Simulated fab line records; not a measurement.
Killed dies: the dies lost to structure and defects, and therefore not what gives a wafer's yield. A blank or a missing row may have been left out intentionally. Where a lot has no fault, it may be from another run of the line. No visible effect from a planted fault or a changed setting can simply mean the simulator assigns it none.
Problem report in the 8D (eight disciplines) form, filled by code + flow sky130 + the parts of the form that need people (team, actions taken, sign-off) are left out

1. THE PROBLEM
beam-energy-keV at SKY_LDD_N_IMPLANT_13 reads a mean of 55.431 on 6 wafers of 2 lots; wafers without a fault read 50.000 with a standard deviation of 0.017. So: +99 or more standard deviations from the usual mean.
Seen first at day 22 17:28 on implanter-01, wafer L847.2. Wafers with a number at this step in the record: 39, from 13 lots. The rule behind "out" and "out of limits": a value lying over 4 standard deviations away from the usual mean. The rest of the wafers with a number are treated as sound.

2. WHAT IT IS AND WHAT IT IS NOT
| question                    | is                     | is not                                                                          |
|-----------------------------|------------------------|---------------------------------------------------------------------------------|
| which readings at this step | beam-energy-keV        | -                                                                               |
| which lots                  | L847, L849             | L834, L837, L838, L839, L840, L841, L843, L845, L848, L856, L857                |
| which wafers of those lots  | all that have a number | -                                                                               |
| read on which tools         | implanter-01           | implanter-02, implanter-04                                                      |
| when                        | from day 22 17:28      | up to then (24 sound wafers); but 9 sound wafers of L848, L856, L857 came after |

3. SUSPECTS, AND WHAT RULES EACH OUT
Counting: a tool at a process step up to the reading stays a suspect if it ran every lot that is out and no sound lot after the first of them.
- implanter-01 at SKY_LDD_N_IMPLANT_13: kept. It ran every lot that is out, first L847 (day 22 17:28), and no sound lot after that; its last sound lot up to then is L841 (day 20 17:27). On those wafers its own readings are out: beam-energy-keV.
After counting, what remains is implanter-01 at SKY_LDD_N_IMPLANT_13.

4. THE CAUSE (what the simulator had put in)
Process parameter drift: implanter-01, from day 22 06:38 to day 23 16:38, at SKY_LDD_N_IMPLANT_13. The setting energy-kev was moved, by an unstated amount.
The count eliminated every tool but this one.

5. SEQUENCE OF EFFECTS, ordered by route
Each row: a reading whose mean over the struck wafers that have a number lies more than 3 standard deviations from the usual. Scope: only readings with a usual standard deviation given in the record; hours: median across lots of the time from each lot's start at the first step in this table that gives one to its start at this step; sigmas: change in usual standard deviations.
| hours | step                 | reading         | usual  | on struck wafers | change | sigmas      |
|-------|----------------------|-----------------|--------|------------------|--------|-------------|
| 0     | SKY_LDD_N_IMPLANT_13 | beam-energy-keV | 50.000 | 55.431           | +5.431 | +99 or more |
Process steps it contains:
- SKY_LDD_N_IMPLANT_13
Later steps that measure or inspect, where all struck wafers having a row at the step show a number for every such reading and not one has moved that far: SKY_VIA2_THK_MEAS_01, SKY_CAPM_THK_MEAS_01.

6. HOW IT WOULD HAVE BEEN CAUGHT EARLIER
First out-of-limits reading in this record: day 22 17:28, which is 11 hours after fault onset at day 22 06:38.
